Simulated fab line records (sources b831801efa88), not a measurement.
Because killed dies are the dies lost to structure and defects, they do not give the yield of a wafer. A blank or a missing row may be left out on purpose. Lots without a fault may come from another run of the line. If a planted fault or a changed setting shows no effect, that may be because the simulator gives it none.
fab line records + flow sky130
record:
- lots: 15
- wafers: 45
- last_day: 50
route steps=708 shown NWELL@78 VT_ADJUST_HVTP@92 LDD_N@241 LDD_HVN@277
lots untouched by any fault: they come from a run of this same line in which no faults occurred
start_h: the number of hours between the record's first day and the start of the first shown wafer of the lot + wait_h: hours since the lot's step before + " repeats the value in the row above + L1.1+2: a row that stands for several wafers + - no value, or no start was given + * or withheld: withheld + < > ~ a bound
route shown NAME@n: a module of which the file shows steps, and the number in the route of the first + usual: mean/standard deviation of fault-free wafers + same: alike in all rows + chamber/n: place in a boat + sites: each site's reading + _std_site: standard deviation of those values + _edge_site: outer sites' mean less inner sites' + radius_mm: for every site, how far away it sits from the centre of the wafer + mask NAME#n: copy n + behind: the tool/chamber that last shaped the wafer + hold: why the lot went on hold/how many hours it stayed there/how the hold came to an end + device: transistor that didn't switch, given as n, p or np + end of line: at the end of the route, the tests of the same wafers + a step with no rows: only its recipe + killed: at the first sort, the dies lost to defects and structure; wafer yield is something else + map: shows each die of a wafer: x if killed, . if not, _ if none is there
set.NAME: the setting as run; set.NAME@STEP: as run at that earlier step + model.NAME: the simulator's own value behind a step, which no gauge read
the route's steps for a sample of lots (tables are steps, rows are wafers)
services: when a tool's chamber went out of use (start_h, in hours from the record's first day, below 0 if earlier), for how many hours, and the reason
== steps ==
step: SKY_NWELL_STRIP_25
recipe:
- chemistry: O2/N2
- power_w: 1400
- pressure_mtorr: 1500
- platen_temp_c: withheld
- o2_flow_sccm: 3000
- n2_flow_sccm: 300
- overash_fraction: 0.5
usual:
- drypump_motor_current_A: 5.7/0.42
- oes_product_au: 0.723/0.0042
- strip_time_to_endpoint_s: 36.88/0.077
| lot.wafer | tool            | chamber | start_h | wait_h | drypump_motor_current_A | oes_product_au | rf_hours_counter_h | strip_time_to_endpoint_s |
|-----------|-----------------|---------|---------|--------|-------------------------|----------------|--------------------|--------------------------|
| L776.3    | plasma_asher-03 | 1       | 109.24  | 0.1    | 5.7                     | 0.731          | -                  | 36.81                    |
| L776.5    | "               | 1       | "       | "      | 5.7                     | 0.722          | -                  | 36.94                    |
| L776.6    | "               | 0       | "       | "      | 6.2                     | 0.723          | -                  | 37.01                    |
| L777.1    | plasma_asher-03 | 0       | 115.42  | 0.1    | 6.2                     | 0.725          | 44                 | 36.93                    |
| L777.2    | "               | 1       | "       | "      | 5.7                     | 0.725          | 44                 | 36.85                    |
| L777.5    | "               | 0       | "       | "      | 6.2                     | 0.721          | -                  | 36.95                    |
| L778.2    | plasma_asher-04 | 0       | 118.53  | 0.1    | 5.9                     | 0.724          | 42                 | 36.91                    |
| L778.3    | "               | 1       | "       | "      | 5.0                     | 0.717          | -                  | 36.99                    |
| L778.6    | "               | 1       | "       | "      | 5.0                     | 0.719          | -                  | 36.85                    |
| L780.2    | plasma_asher-03 | 1       | 132.62  | 0.1    | 5.7                     | 0.722          | 46                 | 36.87                    |
| L780.3    | "               | 1       | "       | "      | 5.7                     | 0.727          | -                  | 36.86                    |
| L780.4    | "               | 0       | "       | "      | 6.2                     | 0.723          | -                  | 36.86                    |
| L781.2    | plasma_asher-01 | 1       | 137.86  | 0.1    | 5.1                     | 0.729          | 34                 | 36.77                    |
| L781.4    | "               | 0       | "       | "      | 5.9                     | 0.719          | -                  | 36.85                    |
| L781.6    | "               | 1       | "       | "      | 5.1                     | 0.718          | -                  | 36.83                    |
| L782.3    | plasma_asher-03 | 0       | 144.70  | 0.1    | 6.2                     | 0.715          | -                  | 36.95                    |
| L782.4    | "               | 1       | "       | "      | 5.7                     | 0.732          | -                  | 37.04                    |
| L782.5    | "               | 0       | "       | "      | 6.2                     | 0.721          | -                  | 36.97                    |
| L783.1    | plasma_asher-01 | 1       | 153.12  | 0.1    | 5.1                     | 0.725          | 35                 | 36.95                    |
| L783.3    | "               | 0       | "       | "      | 5.8                     | 0.720          | -                  | 36.93                    |
| L783.5    | "               | 1       | "       | "      | 5.1                     | 0.728          | -                  | 36.89                    |
| L784.2    | plasma_asher-01 | 1       | 166.51  | 0.1    | 5.1                     | 0.727          | 37                 | 36.92                    |
| L784.3    | "               | 1       | "       | "      | 5.1                     | 0.722          | -                  | 36.91                    |
| L784.4    | "               | 0       | "       | "      | 5.9                     | 0.729          | -                  | 37.04                    |
| L791.1    | plasma_asher-01 | 0       | 210.67  | 0.1    | 5.9                     | 0.721          | 41                 | 36.91                    |
| L791.4    | "               | 0       | "       | "      | 5.9                     | 0.717          | -                  | 36.91                    |
| L791.5    | "               | 1       | "       | "      | 5.0                     | 0.727          | -                  | 36.87                    |
| L790.3    | plasma_asher-01 | 1       | 211.86  | 0.1    | 5.1                     | 0.725          | -                  | 36.92                    |
| L790.5    | "               | 1       | "       | "      | 5.1                     | 0.720          | -                  | 36.87                    |
| L790.6    | "               | 0       | "       | "      | 5.9                     | 0.721          | -                  | 36.86                    |
| L792.2    | plasma_asher-03 | 0       | 216.06  | 0.1    | 6.2                     | 0.717          | 55                 | 37.03                    |
| L792.4    | "               | 1       | "       | "      | 5.7                     | 0.725          | -                  | 36.91                    |
| L792.5    | "               | 1       | "       | "      | 5.7                     | 0.726          | -                  | 37.00                    |
| L793.1    | plasma_asher-01 | 0       | 217.63  | 0.1    | 5.9                     | 0.718          | 42                 | 36.85                    |
| L793.3    | "               | 0       | "       | "      | 5.9                     | 0.726          | -                  | 36.79                    |
| L793.5    | "               | 1       | "       | "      | 5.1                     | 0.727          | -                  | 36.92                    |
| L794.3    | plasma_asher-01 | 1       | 222.14  | 0.1    | 5.0                     | 0.725          | -                  | 36.88                    |
| L794.4    | "               | 0       | "       | "      | 5.9                     | 0.715          | -                  | 36.79                    |
| L794.5    | "               | 0       | "       | "      | 5.9                     | 0.724          | -                  | 36.89                    |
| L797.1    | plasma_asher-01 | 1       | 241.19  | 0.1    | 5.1                     | 0.723          | 45                 | 36.84                    |
| L797.3    | "               | 0       | "       | "      | 5.9                     | 0.717          | -                  | 36.89                    |
| L797.4    | "               | 1       | "       | "      | 5.1                     | 0.720          | -                  | 36.79                    |
| L798.1    | plasma_asher-03 | 1       | 251.83  | 0.1    | 5.7                     | 0.725          | 59                 | 36.89                    |
| L798.2    | "               | 0       | "       | "      | 6.2                     | 0.726          | 59                 | 36.85                    |
| L798.5    | "               | 1       | "       | "      | 5.7                     | 0.725          | -                  | 36.82                    |
step: SKY_VT_ADJUST_HVTP_CD_MEAS_07
recipe:
- target_cd_nm: 380
usual:
- cd_nm: 380.7/2
| lot.wafer | tool      | chamber | start_h | wait_h | cd_nm |
|-----------|-----------|---------|---------|--------|-------|
| L776.3    | cd_sem-02 | -       | 126.77  | 0.1    | 379.6 |
| L776.5    | "         | -       | "       | "      | 381.1 |
| L776.6    | "         | -       | "       | "      | 378.9 |
| L777.1    | cd_sem-01 | -       | 133.08  | 0.1    | 380.5 |
| L777.2    | "         | -       | "       | "      | 381.6 |
| L777.5    | "         | -       | "       | "      | 382.5 |
| L778.2    | cd_sem-02 | -       | 136.80  | 0.1    | 379.8 |
| L778.3    | "         | -       | "       | "      | 382.5 |
| L778.6    | "         | -       | "       | "      | 380.4 |
| L780.2    | cd_sem-02 | -       | 151.96  | 0.1    | 379.6 |
| L780.3    | "         | -       | "       | "      | 378.5 |
| L780.4    | "         | -       | "       | "      | 380.6 |
| L781.2    | cd_sem-02 | -       | 157.75  | 0.1    | 378.6 |
| L781.4    | "         | -       | "       | "      | 378.3 |
| L781.6    | "         | -       | "       | "      | 380.4 |
| L782.3    | cd_sem-02 | -       | 164.58  | 0.1    | 378.2 |
| L782.4    | "         | -       | "       | "      | 378.3 |
| L782.5    | "         | -       | "       | "      | 377.5 |
| L783.1    | cd_sem-02 | -       | 172.54  | 0.1    | 380.5 |
| L783.3    | "         | -       | "       | "      | 380.4 |
| L783.5    | "         | -       | "       | "      | 379.9 |
| L784.2    | cd_sem-01 | -       | 187.31  | 0.1    | 379.7 |
| L784.3    | "         | -       | "       | "      | 380.7 |
| L784.4    | "         | -       | "       | "      | 380.4 |
| L791.1    | cd_sem-01 | -       | 233.14  | 0.1    | 383.1 |
| L791.4    | "         | -       | "       | "      | 379.2 |
| L791.5    | "         | -       | "       | "      | 381.3 |
| L790.3    | cd_sem-02 | -       | 234.08  | 0.1    | 383.0 |
| L790.5    | "         | -       | "       | "      | 382.5 |
| L790.6    | "         | -       | "       | "      | 383.8 |
| L792.2    | cd_sem-01 | -       | 239.41  | 0.1    | 378.6 |
| L792.4    | "         | -       | "       | "      | 377.7 |
| L792.5    | "         | -       | "       | "      | 381.3 |
| L793.1    | cd_sem-02 | -       | 240.73  | 0.1    | 385.6 |
| L793.3    | "         | -       | "       | "      | 382.1 |
| L793.5    | "         | -       | "       | "      | 385.5 |
| L794.3    | cd_sem-01 | -       | 244.52  | 0.1    | 380.5 |
| L794.4    | "         | -       | "       | "      | 380.4 |
| L794.5    | "         | -       | "       | "      | 381.4 |
| L797.1    | cd_sem-02 | -       | 265.13  | 0.1    | 379.5 |
| L797.3    | "         | -       | "       | "      | 383.4 |
| L797.4    | "         | -       | "       | "      | 382.1 |
| L798.1    | cd_sem-02 | -       | 276.69  | 0.1    | 376.6 |
| L798.2    | "         | -       | "       | "      | 378.0 |
| L798.5    | "         | -       | "       | "      | 379.6 |
step: SKY_LDD_N_EXPOSE_04
recipe:
- mask_id: NTM
- target_cd_nm: 840
- na: 0.6
- source_shape: conventional
- sigma_outer: 0.6
- dose_mj: 110
usual:
- exposure_dose_mJ_cm2: 110.01/0.11
- focus_offset_nm: 0.0/0.62
- sigma_outer: 0.6/0
| lot.wafer | tool             | chamber | start_h | wait_h | mask  | exposure_dose_mJ_cm2 | focus_offset_nm | sigma_outer |
|-----------|------------------|---------|---------|--------|-------|----------------------|-----------------|-------------|
| L776.3    | iline_stepper-01 | 0       | 389.75  | -      | NTM#0 | 110.07               | -0.5            | 0.6         |
| L776.5    | "                | 0       | "       | "      | NTM#0 | 110.15               | -0.2            | 0.6         |
| L776.6    | "                | 0       | "       | "      | NTM#0 | 109.99               | 0.2             | 0.6         |
| L777.1    | iline_stepper-02 | 0       | 400.61  | -      | NTM#0 | 109.99               | -0.4            | 0.6         |
| L777.2    | "                | 0       | "       | "      | NTM#0 | 109.92               | -1.1            | 0.6         |
| L777.5    | "                | 0       | "       | "      | NTM#0 | 110.03               | -0.4            | 0.6         |
| L778.2    | iline_stepper-01 | 0       | 405.63  | -      | NTM#0 | 110.07               | 0.8             | 0.6         |
| L778.3    | "                | 0       | "       | "      | NTM#0 | 109.90               | 0.8             | 0.6         |
| L778.6    | "                | 0       | "       | "      | NTM#0 | 109.98               | 0.3             | 0.6         |
| L780.2    | iline_stepper-02 | 0       | 424.92  | -      | NTM#0 | 109.78               | -0.4            | 0.6         |
| L780.3    | "                | 0       | "       | "      | NTM#0 | 110.14               | 0.1             | 0.6         |
| L780.4    | "                | 0       | "       | "      | NTM#0 | 110.02               | 0.4             | 0.6         |
| L781.2    | iline_stepper-01 | 0       | 437.73  | -      | NTM#0 | 109.99               | 0.2             | 0.6         |
| L781.4    | "                | 0       | "       | "      | NTM#0 | 110.07               | 0.3             | 0.6         |
| L781.6    | "                | 0       | "       | "      | NTM#0 | 110.00               | 0.4             | 0.6         |
| L782.3    | iline_stepper-02 | 0       | 446.85  | -      | NTM#0 | 110.10               | 0.3             | 0.6         |
| L782.4    | "                | 0       | "       | "      | NTM#0 | 109.94               | 0.9             | 0.6         |
| L782.5    | "                | 0       | "       | "      | NTM#0 | 110.20               | 1.1             | 0.6         |
| L783.1    | iline_stepper-02 | 0       | 455.87  | -      | NTM#0 | 110.00               | -0.9            | 0.6         |
| L783.3    | "                | 0       | "       | "      | NTM#0 | 110.19               | -0.6            | 0.6         |
| L783.5    | "                | 0       | "       | "      | NTM#0 | 110.04               | -0.2            | 0.6         |
| L784.2    | iline_stepper-01 | 0       | 479.37  | -      | NTM#0 | 109.91               | 0.8             | 0.6         |
| L784.3    | "                | 0       | "       | "      | NTM#0 | 110.07               | 0.7             | 0.6         |
| L784.4    | "                | 0       | "       | "      | NTM#0 | 109.87               | 0.7             | 0.6         |
| L790.3    | iline_stepper-01 | -       | 541.83  | -      | NTM#0 | -                    | -               | -           |
| L790.5    | "                | -       | "       | "      | NTM#0 | -                    | -               | -           |
| L790.6    | "                | -       | "       | "      | NTM#0 | -                    | -               | -           |
| L791.1    | iline_stepper-01 | -       | 543.27  | -      | NTM#0 | -                    | -               | -           |
| L791.4    | "                | -       | "       | "      | NTM#0 | -                    | -               | -           |
| L791.5    | "                | -       | "       | "      | NTM#0 | -                    | -               | -           |
| L792.2    | iline_stepper-02 | -       | 545.27  | -      | NTM#0 | -                    | -               | -           |
| L792.4    | "                | -       | "       | "      | NTM#0 | -                    | -               | -           |
| L792.5    | "                | -       | "       | "      | NTM#0 | -                    | -               | -           |
| L793.1    | iline_stepper-02 | 0       | 551.14  | -      | NTM#0 | 109.97               | 0.2             | 0.6         |
| L793.3    | "                | 0       | "       | "      | NTM#0 | 109.74               | 0.3             | 0.6         |
| L793.5    | "                | 0       | "       | "      | NTM#0 | 110.03               | 0.5             | 0.6         |
| L794.3    | iline_stepper-01 | 0       | 555.70  | -      | NTM#0 | 109.96               | 0.3             | 0.6         |
| L794.4    | "                | 0       | "       | "      | NTM#0 | 110.25               | 0.3             | 0.6         |
| L794.5    | "                | 0       | "       | "      | NTM#0 | 110.16               | 0.0             | 0.6         |
| L797.1    | iline_stepper-01 | 0       | 583.06  | -      | NTM#0 | 110.08               | 0.3             | 0.6         |
| L797.3    | "                | 0       | "       | "      | NTM#0 | 109.97               | -0.2            | 0.6         |
| L797.4    | "                | 0       | "       | "      | NTM#0 | 110.07               | 0.4             | 0.6         |
| L798.1    | iline_stepper-01 | 0       | 602.44  | -      | NTM#0 | 109.76               | 0.2             | 0.6         |
| L798.2    | "                | 0       | "       | "      | NTM#0 | 109.97               | -0.6            | 0.6         |
| L798.5    | "                | 0       | "       | "      | NTM#0 | 109.78               | -0.7            | 0.6         |
step: SKY_LDD_HVN_TW_MEAS_10
usual:
- LDD_HVN_TW: 1414/21
| lot.wafer | tool          | chamber | start_h | wait_h | LDD_HVN_TW |
|-----------|---------------|---------|---------|--------|------------|
| L776.3    | film_metro-01 | -       | 466.54  | 0.1    | 1394       |
| L776.5    | "             | -       | "       | "      | 1387       |
| L776.6    | "             | -       | "       | "      | 1393       |
| L777.1    | film_metro-01 | -       | 477.98  | 0.1    | 1396       |
| L777.2    | "             | -       | "       | "      | 1397       |
| L777.5    | "             | -       | "       | "      | 1388       |
| L778.2    | film_metro-04 | -       | 481.79  | 0.1    | 1410       |
| L778.3    | "             | -       | "       | "      | 1410       |
| L778.6    | "             | -       | "       | "      | 1410       |
| L780.2    | film_metro-02 | -       | 503.13  | 0.1    | 1460       |
| L780.3    | "             | -       | "       | "      | 1453       |
| L780.4    | "             | -       | "       | "      | 1451       |
| L781.2    | film_metro-04 | -       | 514.63  | 0.1    | 1433       |
| L781.4    | "             | -       | "       | "      | 1426       |
| L781.6    | "             | -       | "       | "      | 1430       |
| L782.3    | film_metro-02 | -       | 524.18  | 0.1    | 1460       |
| L782.4    | "             | -       | "       | "      | 1466       |
| L782.5    | "             | -       | "       | "      | 1464       |
| L783.1    | film_metro-04 | -       | 532.27  | 0.1    | 1415       |
| L783.3    | "             | -       | "       | "      | 1417       |
| L783.5    | "             | -       | "       | "      | 1415       |
| L784.2    | film_metro-02 | -       | 557.39  | 0.1    | 1428       |
| L784.3    | "             | -       | "       | "      | 1436       |
| L784.4    | "             | -       | "       | "      | 1438       |
| L790.3    | film_metro-04 | -       | 617.93  | 0.1    | 1411       |
| L790.5    | "             | -       | "       | "      | 1417       |
| L790.6    | "             | -       | "       | "      | 1420       |
| L791.1    | film_metro-01 | -       | 618.21  | 0.1    | 1395       |
| L791.4    | "             | -       | "       | "      | 1400       |
| L791.5    | "             | -       | "       | "      | 1397       |
| L792.2    | film_metro-01 | -       | 620.57  | 0.1    | 1384       |
| L792.4    | "             | -       | "       | "      | 1396       |
| L792.5    | "             | -       | "       | "      | 1391       |
| L793.1    | film_metro-04 | -       | 625.01  | 0.1    | 1405       |
| L793.3    | "             | -       | "       | "      | 1413       |
| L793.5    | "             | -       | "       | "      | 1417       |
| L794.3    | film_metro-02 | -       | 630.53  | 0.1    | 1433       |
| L794.4    | "             | -       | "       | "      | 1435       |
| L794.5    | "             | -       | "       | "      | 1433       |
| L797.1    | film_metro-04 | -       | 655.86  | 0.1    | 1422       |
| L797.3    | "             | -       | "       | "      | 1417       |
| L797.4    | "             | -       | "       | "      | 1426       |
| L798.1    | film_metro-02 | -       | 675.87  | 0.1    | 1437       |
| L798.2    | "             | -       | "       | "      | 1445       |
| L798.5    | "             | -       | "       | "      | 1441       |
== services ==
| tool             | chamber | start_h | hours | kind   |
|------------------|---------|---------|-------|--------|
| plasma_asher-04  | -       | 100.58  | 1.7   | repair |
| iline_stepper-02 | -       | 173.62  | 1.3   | repair |
| iline_stepper-02 | -       | 187.53  | 17.7  | repair |
| plasma_asher-04  | -       | 211.79  | 39.8  | pm     |
| iline_stepper-02 | -       | 216.49  | 1.7   | pm     |
| plasma_asher-01  | -       | 224.61  | 0.4   | repair |
| plasma_asher-01  | -       | 253.28  | 0.7   | repair |
| plasma_asher-01  | -       | 261.76  | 4.7   | repair |
| plasma_asher-01  | -       | 273.06  | 1.7   | repair |
| iline_stepper-02 | -       | 286.18  | 4.4   | pm     |
| iline_stepper-01 | -       | 295.50  | 1.7   | pm     |
| plasma_asher-03  | -       | 311.88  | 2.7   | repair |
| iline_stepper-02 | -       | 341.87  | 6.7   | repair |
| plasma_asher-01  | -       | 347.42  | 2.8   | pm     |
| plasma_asher-03  | -       | 396.56  | 2.8   | pm     |
| iline_stepper-02 | -       | 405.58  | 6.3   | repair |
| iline_stepper-01 | -       | 419.40  | 4.9   | repair |
| iline_stepper-02 | -       | 434.67  | 1.7   | pm     |
| iline_stepper-02 | -       | 464.44  | 2.4   | repair |
| iline_stepper-01 | -       | 513.68  | 1.7   | pm     |
| plasma_asher-03  | -       | 519.62  | 1.0   | repair |
| plasma_asher-01  | -       | 527.95  | 2.1   | repair |
| plasma_asher-03  | -       | 547.39  | 15.6  | pm     |
| plasma_asher-03  | -       | 596.56  | 2.9   | repair |
== key ==
first_sign:
- step: SKY_LDD_N_EXPOSE_04
- reading: tool_record
- direction: missing
effect none on later readings
met_at SKY_LDD_N_EXPOSE_04
struck_lots L790,L791,L792
sort_left_out L790.3,L790.5,L790.6,L791.1,L791.4,L791.5,L792.2,L792.4,L792.5
tester_left_out L790,L791,L792
not_acting_at SKY_NWELL_STRIP_25,SKY_VT_ADJUST_HVTP_CD_MEAS_07,SKY_LDD_HVN_TW_MEAS_10
onset_between 479.37 541.83
fault:
- kind: skipped_step_whole
- tool: iline_stepper-01,iline_stepper-02
- chamber: -
- onset_h: 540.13
- steps: SKY_LDD_N_EXPOSE_04
- scope: struck_lots_only
tester_left_out: of these lots the tester's yield and bins aren't shown, on N5 and GAA mostly nor the transistor test; their killed dies are dies lost to structure and defects alone, not to doping, threshold or leakage, so they don't give the yield
sort_left_out: the simulated sort isn't trusted on such a fault, so these wafers' sort isn't shown, and their yield isn't known
